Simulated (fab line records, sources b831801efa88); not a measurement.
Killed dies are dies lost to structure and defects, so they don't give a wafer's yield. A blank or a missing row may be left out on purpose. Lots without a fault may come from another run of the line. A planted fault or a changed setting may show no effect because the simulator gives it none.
Problem report in the 8D (eight disciplines) form, filled by code | flow sky130 | the parts of the form that need people (team, actions taken, sign-off) are left out

1. THE PROBLEM
developer_temp_C at SKY_LOCAL_INTERCONNECT_DEVELOP_10 reads a mean of 23.07 C on 6 wafers of 2 lots; wafers without a fault read 20.98 C with a standard deviation of 0.1. That is +21 standard deviations from the usual mean.
The step: develop time 60 s.
First seen on wafer L154.2, day 36 19:00, on litho_track-01. The record holds 42 wafers of 14 lots with a number at this step. Rule for "out", or "out of limits": more than 4 standard deviations from the usual mean. The other wafers with a number count as sound.

2. WHAT IT IS AND WHAT IT IS NOT
question                    | is                     | is not
which readings at this step | developer_temp_C       | -
which lots                  | L154, L157             | L137, L138, L139, L140, L141, L142, L144, L147, L148, L155, L156, L158
which wafers of those lots  | all that have a number | -
read on which tools         | litho_track-01         | litho_track-03, litho_track-04
when                        | from day 36 19:00      | up to then (33 sound wafers); but 3 sound wafers of L158 came after

3. SUSPECTS, AND WHAT RULES EACH OUT
Counting: a tool at a process step up to the reading stays a suspect if it ran every lot that is out and no sound lot after the first of them.
- litho_track-01 at SKY_LOCAL_INTERCONNECT_DEVELOP_10 (develop time 60 s): kept. It ran every lot that is out, first L154 (day 36 19:00), and no sound lot after that; its last sound lot up to then is L156 (day 36 18:00). Its own readings are out on those wafers: developer_temp_C.
Left after counting: litho_track-01 at SKY_LOCAL_INTERCONNECT_DEVELOP_10.

4. THE CAUSE (what the simulator had put in)
Process parameter drift: litho_track-01, from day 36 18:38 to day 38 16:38, at SKY_LOCAL_INTERCONNECT_DEVELOP_10. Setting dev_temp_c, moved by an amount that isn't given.
Counting left only this tool.

5. THE CHAIN OF EFFECTS, in route order
Each row: a reading whose mean over the struck wafers that have a number lies more than 3 standard deviations from the usual. Only readings for which the record gives a usual standard deviation are gone through. hours: the time from each lot's start at the first step in this table that gives one to its start at this step, as a median over the lots. sigmas: the change in usual standard deviations.
hours | step                              | reading          | usual   | on struck wafers | change | sigmas
0     | SKY_LOCAL_INTERCONNECT_DEVELOP_10 | developer_temp_C | 20.98 C | 23.07            | +2.09  | +21
The process steps in it:
- SKY_LOCAL_INTERCONNECT_DEVELOP_10: develop time 60 s.

6. WHAT WOULD HAVE CAUGHT IT SOONER
In this record the first reading out of limits was taken at day 36 19:00, 0 hours after the fault began at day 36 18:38.
